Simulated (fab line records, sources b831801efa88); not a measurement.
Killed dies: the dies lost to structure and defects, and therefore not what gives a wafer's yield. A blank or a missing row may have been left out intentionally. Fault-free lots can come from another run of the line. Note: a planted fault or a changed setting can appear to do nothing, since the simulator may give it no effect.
Which tool was responsible?	flow gf180mcu	at 1 step of a route of 602, 12 lots with 36 wafers sampled

WHAT EACH GAUGE READ, for each wafer
GF_NWELL_TW_MEAS_11.
lot	measured	on	NWELL_TW
L075	day 3 12:52	film-metro-04	1610 1593 1589
L077	day 4 03:47	film-metro-03	1621 1616 1625
L079	day 4 11:31	film-metro-03	1614 1622 1610
L081	day 4 23:53	film-metro-02	1594 1599 1592
L083	day 5 08:46	film-metro-02	1599 1615 1609
L085	day 5 20:31	film-metro-02	1605 1599 1606
L087	day 6 07:47	film-metro-03	1603 1603 1603
L089	day 6 17:28	film-metro-03	1602 1604 1601
L091	day 7 04:13	film-metro-04	1594 1598 1596
L093	day 7 15:37	film-metro-04	1591 1586 1581
L095	day 8 03:47	film-metro-03	1594 1583 1603
L097	day 8 15:07	film-metro-04	1586 1591 1590

TOOL THAT RAN EACH LOT (tool first, then ch and the chambers of the sampled wafers, then the start)
No process step before these readings appears in the record.

THE ANSWER, worked out from the rows above alone
Rule: the lots themselves supply what counts as usual. The widest of any qualifying gaps counts: lots, ordered by their means at a reading, are off when they make up no more than a third of the lots, leave a main group of 4 or more, and stand apart from it by 3 or more times the standard deviation of that group's means. A main group whose means are all the same, to the digits that the tables above print for the reading, isn't used. A lot without any number at a reading at which 4 lots or more have one is off too. The other lots that the step has rows for count as sound.
No lot is off at any reading shown: from this, nothing can be told.

WHAT THE SIMULATOR HAD PUT IN
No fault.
